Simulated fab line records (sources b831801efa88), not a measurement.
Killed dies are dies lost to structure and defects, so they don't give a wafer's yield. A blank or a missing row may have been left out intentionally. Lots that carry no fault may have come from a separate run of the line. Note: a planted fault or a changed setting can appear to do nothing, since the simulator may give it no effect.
fab line records | flow sky130
[record] lots = 5 | wafers = 15 | last-day = 50
route steps=708 shown NWELL@61 PAD_OPEN@708
lots with no fault: from the same line, run without faults
start-h: hours from the record's opening day to when the first of the lot's shown wafers began | wait-h: time in hours since the lot's previous step | " unchanged from the row above | L1.1+2: a row that stands for several wafers | - no value, or no start given | * or withheld: withheld | < > ~ a bound
route shown NAME@n: NAME is a module with steps in the file, n the number in the route of the first one | usual: mean/standard deviation of fault-free wafers | same: alike in all rows | chamber/n: place in a boat | sites: each site's reading | _std_site: how widely they spread, as a standard deviation | _edge_site: the outer-site mean with the inner-site mean subtracted | radius-mm: for every site, how far away it sits from the centre of the wafer | mask NAME#n: copy n | behind: the tool/chamber that last shaped the wafer | hold: cause of the lot's hold/its duration in hours/its outcome | device: the transistor (n, p or np) that didn't switch | end of line: at the end of the route, the tests of the same wafers | a step given without rows: its recipe and nothing more | killed: at the first sort, the dies lost to defects and structure; wafer yield is something else | map: the dies of a wafer, with x for killed, . for not killed, _ for no die there
set.NAME: the run value of the setting; set.NAME@STEP: its run value at that earlier step | model.NAME: the simulator's own value behind a step, which no gauge read
a table for each step, a row for each wafer; lots at some steps of the route
services: the hour from which a tool's chamber was out of use, counted from the record's first day as start-h (under 0 if before that day), plus the number of hours and why
[[steps]]
[step SKY_NWELL_PEB_08]
[recipe] temp-c = 115 | time-s = withheld
[step SKY_NWELL_DEVELOP_09]
[recipe] wall-angle-deg = 90 | developer = TMAH | develop-time-s = 60 | dev-temp-c = 23
[step SKY_NWELL_OVL_MEAS_10]
[usual] NWELL_00_OVL = 1.1/1.2
lot.wafer | tool       | chamber | start-h | wait-h | NWELL_00_OVL[nm]
L460.2    | overlay-02 | -       | 100.85  | -      | 0.3
L460.3    | "          | -       | "       | "      | 1.5
L460.4    | "          | -       | "       | "      | 0.1
L462.1    | overlay-02 | -       | 113.95  | -      | -0.8
L462.2    | "          | -       | "       | "      | 0.9
L462.5    | "          | -       | "       | "      | 0.1
L468.2    | overlay-02 | -       | 152.80  | -      | -0.8
L468.3    | "          | -       | "       | "      | 0.7
L468.4    | "          | -       | "       | "      | 1.5
L476.1    | overlay-01 | -       | 195.85  | -      | 2.6
L476.3    | "          | -       | "       | "      | 1.3
L476.4    | "          | -       | "       | "      | 0.7
L478.2    | overlay-01 | -       | 209.27  | -      | 0.7
L478.3    | "          | -       | "       | "      | 1.3
L478.5    | "          | -       | "       | "      | 2.2
[step SKY_NWELL_IMPLANT_11]
[recipe] species = P | energy-kev = 400 | dose-cm2 = 1.9e+13 | tilt-deg = withheld
[step SKY_NWELL_IMPLANT_12]
[recipe] species = P | energy-kev = 120 | dose-cm2 = 1.3e+12 | tilt-deg = withheld
[step SKY_NWELL_IMPLANT_13]
[recipe] species = P | energy-kev = 50 | dose-cm2 = 7e+11 | tilt-deg = withheld
[step SKY_NWELL_STRIP_14]
[recipe] chemistry = O2/N2 | power-w = 1400 | pressure-mtorr = 1500 | platen-temp-c = withheld | o2-flow-sccm = 3000 | n2-flow-sccm = 300 | overash-fraction = 0.5
[usual] chamber-pressure-mTorr = 1500.0/1.5 | drypump-motor-current-A = 5.53/0.27 | oes-product-au = 0.722/0.0044 | strip-time-to-endpoint-s = 36.99/0.1
lot.wafer | tool            | chamber | start-h | wait-h | chamber-pressure-mTorr | drypump-motor-current-A | oes-product-au | rf-hours-counter-h | strip-time-to-endpoint-s
L460.2    | plasma-asher-01 | 0       | 101.33  | 0.1    | 1501.1                 | 5.42                    | 0.725          | 41                 | 36.87
L460.3    | "               | 0       | "       | "      | 1500.2                 | 5.44                    | 0.714          | -                  | 36.96
L460.4    | "               | 1       | "       | "      | 1501.6                 | 5.48                    | 0.724          | -                  | 36.93
L462.1    | plasma-asher-03 | 1       | 114.43  | 0.1    | 1500.0                 | 5.59                    | 0.722          | 44                 | 37.12
L462.2    | "               | 0       | "       | "      | 1500.7                 | 5.98                    | 0.723          | 44                 | 37.05
L462.5    | "               | 1       | "       | "      | 1498.2                 | 5.53                    | 0.722          | -                  | 37.08
L468.2    | plasma-asher-01 | 1       | 153.28  | 0.1    | 1500.0                 | 5.44                    | 0.722          | 4                  | 36.86
L468.3    | "               | 0       | "       | "      | 1498.3                 | 5.46                    | 0.719          | -                  | 36.83
L468.4    | "               | 1       | "       | "      | 1499.5                 | 5.49                    | 0.727          | -                  | 36.91
L476.1    | plasma-asher-01 | 0       | 196.33  | 0.1    | 1500.9                 | 5.45                    | 0.721          | 8                  | 37.11
L476.3    | "               | 0       | "       | "      | 1499.3                 | 5.47                    | 0.718          | -                  | 37.09
L476.4    | "               | 1       | "       | "      | 1497.7                 | 5.50                    | 0.717          | -                  | 37.11
L478.2    | plasma-asher-04 | 1       | 209.75  | 0.1    | 1499.9                 | 5.06                    | 0.720          | 40                 | 37.14
L478.3    | "               | 1       | "       | "      | 1503.5                 | 5.04                    | 0.730          | -                  | 37.14
L478.5    | "               | 0       | "       | "      | 1499.7                 | 5.61                    | 0.714          | -                  | 37.17
[step SKY_NWELL_TW_MEAS_15]
[usual] NWELL_TW = 1824/13
lot.wafer | tool          | chamber | start-h | wait-h | NWELL_TW
L460.2    | film-metro-04 | -       | 101.44  | 0.1    | 1839
L460.3    | "             | -       | "       | "      | 1848
L460.4    | "             | -       | "       | "      | 1836
L462.1    | film-metro-04 | -       | 114.53  | 0.1    | 1836
L462.2    | "             | -       | "       | "      | 1840
L462.5    | "             | -       | "       | "      | 1839
L468.2    | film-metro-04 | -       | 153.39  | 0.1    | 1835
L468.3    | "             | -       | "       | "      | 1828
L468.4    | "             | -       | "       | "      | 1823
L476.1    | film-metro-03 | -       | 196.43  | 0.1    | 1822
L476.3    | "             | -       | "       | "      | 1819
L476.4    | "             | -       | "       | "      | 1819
L478.2    | film-metro-04 | -       | 209.86  | 0.1    | 1837
L478.3    | "             | -       | "       | "      | 1832
L478.5    | "             | -       | "       | "      | 1837
[step SKY_NWELL_DEHYDRATE_16]
[recipe] temp-c = 200 | time-s = 60
[step SKY_NWELL_HMDS_17]
[recipe] prime-time-s = 60 | prime-temp-c = 120
[step SKY_NWELL_COAT_18]
[recipe] spin-rpm = 2000 | resist-thk-nm = 3000
[step SKY_NWELL_SOFTBAKE_19]
[recipe] temp-c = 110 | time-s = withheld
[step SKY_NWELL_EXPOSE_20]
[recipe] mask-id = NWM_COMPLEMENT | na = 0.6 | source-shape = conventional | sigma-outer = 0.6 | polarization = unpolarized | target-cd-nm = 840 | dose-mj = 260
[usual] stage-vel-mm-s = 500.04/0.26
lot.wafer | tool             | chamber | start-h | wait-h | mask             | stage-vel-mm-s
L460.2    | iline-stepper-01 | 0       | 110.64  | -      | NWM_COMPLEMENT#0 | 500.04
L460.3    | "                | 0       | "       | "      | NWM_COMPLEMENT#0 | 499.97
L460.4    | "                | 0       | "       | "      | NWM_COMPLEMENT#0 | 500.01
L462.1    | iline-stepper-02 | 0       | 123.92  | -      | NWM_COMPLEMENT#0 | 500.07
L462.2    | "                | 0       | "       | "      | NWM_COMPLEMENT#0 | 500.40
L462.5    | "                | 0       | "       | "      | NWM_COMPLEMENT#0 | 500.30
L468.2    | iline-stepper-02 | 0       | 163.54  | -      | HVTPM#0          | 499.71
L468.3    | "                | 0       | "       | "      | HVTPM#0          | 500.33
L468.4    | "                | 0       | "       | "      | HVTPM#0          | 500.36
L476.1    | iline-stepper-02 | 0       | 207.52  | -      | NWM_COMPLEMENT#0 | 500.31
L476.3    | "                | 0       | "       | "      | NWM_COMPLEMENT#0 | 500.13
L476.4    | "                | 0       | "       | "      | NWM_COMPLEMENT#0 | 500.23
L478.2    | iline-stepper-01 | 0       | 221.09  | -      | NWM_COMPLEMENT#0 | 500.16
L478.3    | "                | 0       | "       | "      | NWM_COMPLEMENT#0 | 500.22
L478.5    | "                | 0       | "       | "      | NWM_COMPLEMENT#0 | 500.05
[step SKY_NWELL_PEB_21]
[recipe] temp-c = 115 | time-s = withheld
[step SKY_NWELL_DEVELOP_22]
[recipe] wall-angle-deg = 90 | developer = TMAH | develop-time-s = 60 | dev-temp-c = 23
[step SKY_NWELL_OVL_MEAS_23]
[usual] NWELL_01_OVL = 0.6/1.3
lot.wafer | tool       | chamber | start-h | wait-h | NWELL_01_OVL[nm]
L460.2    | overlay-01 | -       | 119.87  | -      | 0.2
L460.3    | "          | -       | "       | "      | -0.3
L460.4    | "          | -       | "       | "      | -1.2
L462.1    | overlay-01 | -       | 133.20  | -      | -0.6
L462.2    | "          | -       | "       | "      | -0.5
L462.5    | "          | -       | "       | "      | -1.1
L468.2    | overlay-01 | -       | 173.30  | -      | -
L468.3    | "          | -       | "       | "      | -
L468.4    | "          | -       | "       | "      | -
L476.1    | overlay-02 | -       | 218.70  | -      | 0.8
L476.3    | "          | -       | "       | "      | 1.6
L476.4    | "          | -       | "       | "      | -0.6
L478.2    | overlay-02 | -       | 232.10  | -      | 0.5
L478.3    | "          | -       | "       | "      | 1.0
L478.5    | "          | -       | "       | "      | 1.4
[step SKY_NWELL_IMPLANT_24]
[recipe] species = B | energy-kev = 140 | dose-cm2 = 9.076e+12 | tilt-deg = withheld
[step SKY_NWELL_STRIP_25]
[recipe] chemistry = O2/N2 | power-w = 1400 | pressure-mtorr = 1500 | platen-temp-c = withheld | o2-flow-sccm = 3000 | n2-flow-sccm = 300 | overash-fraction = 0.5
[usual] chamber-pressure-mTorr = 1500.1/1.2 | drypump-motor-current-A = 5.47/0.26 | oes-product-au = 0.722/0.0044 | strip-time-to-endpoint-s = 36.98/0.1
lot.wafer | tool            | chamber | start-h | wait-h | chamber-pressure-mTorr | drypump-motor-current-A | oes-product-au | rf-hours-counter-h | strip-time-to-endpoint-s
L460.2    | plasma-asher-04 | 1       | 120.05  | 0.1    | 1496.4                 | 5.03                    | 0.728          | 31                 | 36.91
L460.3    | "               | 0       | "       | "      | 1500.7                 | 5.62                    | 0.724          | -                  | 36.91
L460.4    | "               | 1       | "       | "      | 1500.0                 | 5.04                    | 0.715          | -                  | 36.94
L462.1    | plasma-asher-04 | 0       | 133.38  | 0.1    | 1500.4                 | 5.63                    | 0.720          | 32                 | 36.81
L462.2    | "               | 1       | "       | "      | 1499.1                 | 5.06                    | 0.719          | 32                 | 36.82
L462.5    | "               | 0       | "       | "      | 1501.5                 | 5.62                    | 0.723          | -                  | 36.85
L468.2    | plasma-asher-01 | 1       | 173.48  | 0.1    | 1500.6                 | 5.47                    | 0.729          | 5                  | 37.00
L468.3    | "               | 1       | "       | "      | 1499.0                 | 5.52                    | 0.723          | -                  | 37.07
L468.4    | "               | 0       | "       | "      | 1499.6                 | 5.41                    | 0.733          | -                  | 36.95
L476.1    | plasma-asher-01 | 1       | 218.88  | 0.1    | 1499.0                 | 5.49                    | 0.724          | 10                 | 36.99
L476.3    | "               | 0       | "       | "      | 1500.3                 | 5.43                    | 0.729          | -                  | 36.95
L476.4    | "               | 1       | "       | "      | 1500.6                 | 5.49                    | 0.720          | -                  | 37.02
L478.2    | plasma-asher-03 | 1       | 232.28  | 0.1    | 1500.1                 | 5.52                    | 0.719          | 55                 | 37.12
L478.3    | "               | 1       | "       | "      | 1497.0                 | 5.57                    | 0.721          | -                  | 37.15
L478.5    | "               | 0       | "       | "      | 1500.1                 | 5.97                    | 0.722          | -                  | 37.04
[step SKY_NWELL_TW_MEAS_26]
[usual] NWELL_2_TW = 493.1/2.8
lot.wafer | tool          | chamber | start-h | wait-h | hold                     | NWELL_2_TW
L460.2    | film-metro-03 | -       | 120.16  | 0.1    | -                        | 489.2
L460.3    | "             | -       | "       | "      | -                        | 488.6
L460.4    | "             | -       | "       | "      | -                        | 492.7
L462.1    | film-metro-02 | -       | 133.48  | 0.1    | -                        | 499.5
L462.2    | "             | -       | "       | "      | -                        | 495.1
L462.5    | "             | -       | "       | "      | -                        | 495.8
L468.2    | film-metro-03 | -       | 173.59  | 0.1    | await-dispo/0.2h/release | 29.7
L468.3    | "             | -       | "       | "      | await-dispo/0.2h/release | 29.9
L468.4    | "             | -       | "       | "      | await-dispo/0.2h/release | 29.9
L468.2    | film-metro-03 | -       | 173.82  | 0.2    | -                        | 29.7
L468.3    | "             | -       | "       | "      | -                        | 29.9
L468.4    | "             | -       | "       | "      | -                        | 29.8
L476.1    | film-metro-03 | -       | 218.98  | 0.1    | -                        | 487.5
L476.3    | "             | -       | "       | "      | -                        | 489.4
L476.4    | "             | -       | "       | "      | -                        | 488.4
L478.2    | film-metro-02 | -       | 232.39  | 0.1    | -                        | 490.8
L478.3    | "             | -       | "       | "      | -                        | 488.4
L478.5    | "             | -       | "       | "      | -                        | 493.7
[step SKY_PAD_OPEN_PROBE_99]
[usual] defect-limited-yield = 82.2/1.8 | killed_at_M0_to_M3 = 44/7.1 | killed_at_M4_up = 3.1/1.9 | killed-at-contacts = 25/5.8 | killed-at-front-end = 16/4.5 | killed-at-other = 0.3/0.52 | killed-dies = 88/9.1 | killed-on-rim = 17/4 | killed-open = 48/6.8 | killed-short = 39/5.8 | sort_bin_3_pad_short = 0.9/0.4 | sort_bin_5_function = 10.6/1.4 | sort_bin_6_memory = 6.3/1.1 | sort-n-pass = 404/9.1 | sort-yield-pct = 82.2/1.8
[same] gross-dies = 492 | killed-at-back-side = 0 | sort_bin_4_leakage[%] = 0 | sort_bin_8_speed[%] = 0
lot.wafer | tool      | chamber | start-h | wait-h | defect-limited-yield[%] | killed_at_M0_to_M3 | killed_at_M4_up | killed-at-contacts | killed-at-front-end | killed-at-other | killed-dies | killed-on-rim | killed-open | killed-short | sort_bin_3_pad_short[%] | sort_bin_5_function[%] | sort_bin_6_memory[%] | sort-n-pass | sort-yield-pct[%]
L460.2    | prober-02 | -       | 1097.52 | 0.1    | 82.7                    | 54                 | 7               | 17                 | 7                   | 0               | 85          | 12            | 46          | 39           | 0.6                     | 12.2                   | 4.5                  | 407         | 82.7
L460.3    | prober-02 | -       | 1097.57 | 0.2    | 82.5                    | 49                 | 3               | 22                 | 11                  | 1               | 86          | 14            | 44          | 42           | 0.2                     | 10.8                   | 6.5                  | 406         | 82.5
L460.4    | prober-02 | -       | 1097.62 | 0.2    | 81.1                    | 49                 | 4               | 23                 | 16                  | 1               | 93          | 17            | 50          | 43           | 1.4                     | 10.0                   | 7.5                  | 399         | 81.1
L462.1    | prober-02 | -       | 1104.86 | 0.1    | 83.3                    | 30                 | 2               | 37                 | 12                  | 1               | 82          | 15            | 42          | 40           | 0.8                     | 10.6                   | 5.3                  | 410         | 83.3
L462.2    | prober-02 | -       | 1104.91 | 0.1    | 82.1                    | 40                 | 3               | 24                 | 21                  | 0               | 88          | 16            | 54          | 34           | 0.6                     | 11.6                   | 5.7                  | 404         | 82.1
L462.5    | prober-02 | -       | 1105.06 | 0.2    | 83.9                    | 33                 | 4               | 22                 | 20                  | 0               | 79          | 16            | 42          | 36           | 0.8                     | 9.6                    | 5.7                  | 413         | 83.9
L476.1    | prober-02 | -       | 1178.16 | 0.1    | 84.6                    | 43                 | 2               | 17                 | 14                  | 0               | 76          | 18            | 42          | 34           | 0.2                     | 9.3                    | 5.9                  | 416         | 84.6
L476.3    | prober-02 | -       | 1178.26 | 0.2    | 84.1                    | 42                 | 3               | 24                 | 9                   | 0               | 78          | 10            | 48          | 30           | 1.0                     | 8.7                    | 6.1                  | 414         | 84.1
L476.4    | prober-02 | -       | 1178.31 | 0.2    | 79.5                    | 49                 | 4               | 26                 | 22                  | 0               | 101         | 18            | 59          | 42           | 1.2                     | 12.2                   | 7.1                  | 391         | 79.5
L478.2    | prober-02 | -       | 1191.66 | 0.1    | 77.8                    | 57                 | 4               | 38                 | 10                  | 0               | 109         | 25            | 59          | 50           | 1.0                     | 14.2                   | 6.9                  | 383         | 77.8
L478.3    | prober-02 | -       | 1191.71 | 0.2    | 80.9                    | 47                 | 4               | 28                 | 15                  | 0               | 94          | 23            | 51          | 42           | 0.8                     | 8.9                    | 9.3                  | 398         | 80.9
L478.5    | prober-02 | -       | 1191.81 | 0.2    | 82.3                    | 50                 | 5               | 24                 | 8                   | 0               | 87          | 15            | 49          | 37           | 0.8                     | 10.4                   | 6.5                  | 405         | 82.3
// killed by level:class
L460.2 VIA1:geometric-particle:open=14 VIA2:geometric-particle:open=8 LI_CONTACT:geometric-particle:open=8 VIA1:geometric-particle:short=8 METAL1:geometric-particle:short=6 VIA3:geometric-particle:open=6 CONTACT:geometric-particle:open=5 METAL4:geometric-particle:short=5
L460.3 VIA1:geometric-particle:open=11 CONTACT:geometric-particle:open=8 VIA2:geometric-particle:open=7 METAL2:geometric-particle:short=7 METAL1:geometric-particle:short=6 LI_CONTACT:geometric-particle:open=5 CONTACT:geometric-particle:short=5 POLY_GATE:geometric-particle:short=4
L460.4 VIA2:geometric-particle:open=10 VIA1:geometric-particle:open=9 LI_CONTACT:geometric-particle:open=8 CONTACT:geometric-particle:open=8 METAL1:geometric-particle:short=8 VIA1:geometric-particle:short=8 FIELD_ISO:geometric-particle:short=6 VIA2:geometric-particle:short=4
L462.1 LI_CONTACT:geometric-particle:open=9 LOCAL_INTERCONNECT:geometric-particle:short=9 CONTACT:geometric-particle:short=8 VIA3:geometric-particle:open=6 CONTACT:geometric-particle:open=6 VIA1:geometric-particle:open=6 FIELD_ISO:geometric-particle:open=3 POLY_GATE:geometric-particle:short=3
L462.2 CONTACT:geometric-particle:open=11 FIELD_ISO:geometric-particle:open=7 VIA2:geometric-particle:open=7 VIA1:geometric-particle:open=7 LI_CONTACT:geometric-particle:open=6 VIA1:geometric-particle:short=6 POLY_GATE:geometric-particle:open=5 CONTACT:geometric-particle:short=5
L462.5 VIA1:geometric-particle:open=9 LI_CONTACT:geometric-particle:open=7 POLY_GATE:geometric-particle:open=5 POLY_GATE:geometric-particle:short=5 CONTACT:geometric-particle:short=5 VIA2:geometric-particle:open=5 VIA3:geometric-particle:open=5 LOCAL_INTERCONNECT:geometric-particle:short=4
L476.1 CONTACT:geometric-particle:open=8 METAL1:geometric-particle:short=8 VIA1:geometric-particle:open=7 VIA3:geometric-particle:open=7 METAL2:geometric-particle:short=6 CONTACT:geometric-particle:short=5 VIA2:geometric-particle:open=5 FIELD_ISO:geometric-particle:short=4
L476.3 CONTACT:geometric-particle:open=11 VIA1:geometric-particle:open=8 VIA2:geometric-particle:open=8 LI_CONTACT:geometric-particle:open=6 LI_CONTACT:geometric-particle:short=5 METAL1:geometric-particle:short=5 VIA3:geometric-particle:open=4 METAL1:geometric-particle:open=3
L476.4 CONTACT:geometric-particle:open=9 LI_CONTACT:geometric-particle:open=8 VIA1:geometric-particle:open=7 VIA3:geometric-particle:open=7 VIA2:geometric-particle:open=6 FIELD_ISO:geometric-particle:short=5 POLY_GATE:geometric-particle:open=5 METAL1:geometric-particle:short=5
L478.2 VIA1:geometric-particle:open=15 CONTACT:geometric-particle:open=12 LI_CONTACT:geometric-particle:open=8 VIA1:geometric-particle:short=8 LOCAL_INTERCONNECT:geometric-particle:short=7 VIA3:geometric-particle:open=6 VIA3:geometric-particle:short=6 CONTACT:geometric-particle:short=6
L478.3 LI_CONTACT:geometric-particle:open=11 CONTACT:geometric-particle:open=9 METAL1:geometric-particle:short=8 VIA2:geometric-particle:open=7 METAL2:geometric-particle:short=6 VIA3:geometric-particle:open=6 CONTACT:geometric-particle:short=5 VIA1:geometric-particle:short=5
L478.5 VIA1:geometric-particle:open=11 LI_CONTACT:geometric-particle:open=9 VIA1:geometric-particle:short=9 VIA3:geometric-particle:open=8 VIA2:geometric-particle:open=6 CONTACT:geometric-particle:open=6 CONTACT:geometric-particle:short=5 METAL1:geometric-particle:short=5
[[services]]
tool             | chamber | start-h | hours | kind
plasma-asher-01  | -       | 108.75  | 9.0   | pm
plasma-asher-01  | 0       | 108.75  | 9.0   | vent-cycle
plasma-asher-01  | 1       | 108.75  | 9.0   | vent-cycle
iline-stepper-02 | 0       | 109.02  | -     | calibration
plasma-asher-01  | 0       | 117.75  | -     | clean
plasma-asher-01  | 1       | 117.75  | -     | clean
plasma-asher-04  | -       | 140.67  | 2.8   | pm
plasma-asher-03  | -       | 142.41  | 2.2   | repair
iline-stepper-01 | -       | 156.78  | 1.7   | pm
iline-stepper-02 | -       | 205.18  | 1.7   | pm
plasma-asher-01  | -       | 232.03  | 2.3   | repair
[[key]]
[first-sign] step = SKY_NWELL_EXPOSE_20 | reading = mask | direction = changed
[effect] step = SKY_NWELL_OVL_MEAS_23 | reading = NWELL_01_OVL | direction = missing
[effect] step = SKY_NWELL_TW_MEAS_26 | reading = visit | direction = added
[effect] step = SKY_NWELL_TW_MEAS_26 | reading = NWELL_2_TW | direction = down | sigmas = 99+ | usual = 493.1 | struck = 29.8
met-at SKY_NWELL_EXPOSE_20
struck-wafers L468.2,L468.3,L468.4
scrapped-behind SKY_NWELL_TW_MEAS_26 L468.2,L468.3,L468.4
onset-between 123.92 163.54
[fault] kind = wrong-mask | tool = any | chamber = - | onset-h = 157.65 | steps = SKY_NWELL_EXPOSE_20 | aux-copy = HVTPM#0 | scope = struck-lots-only
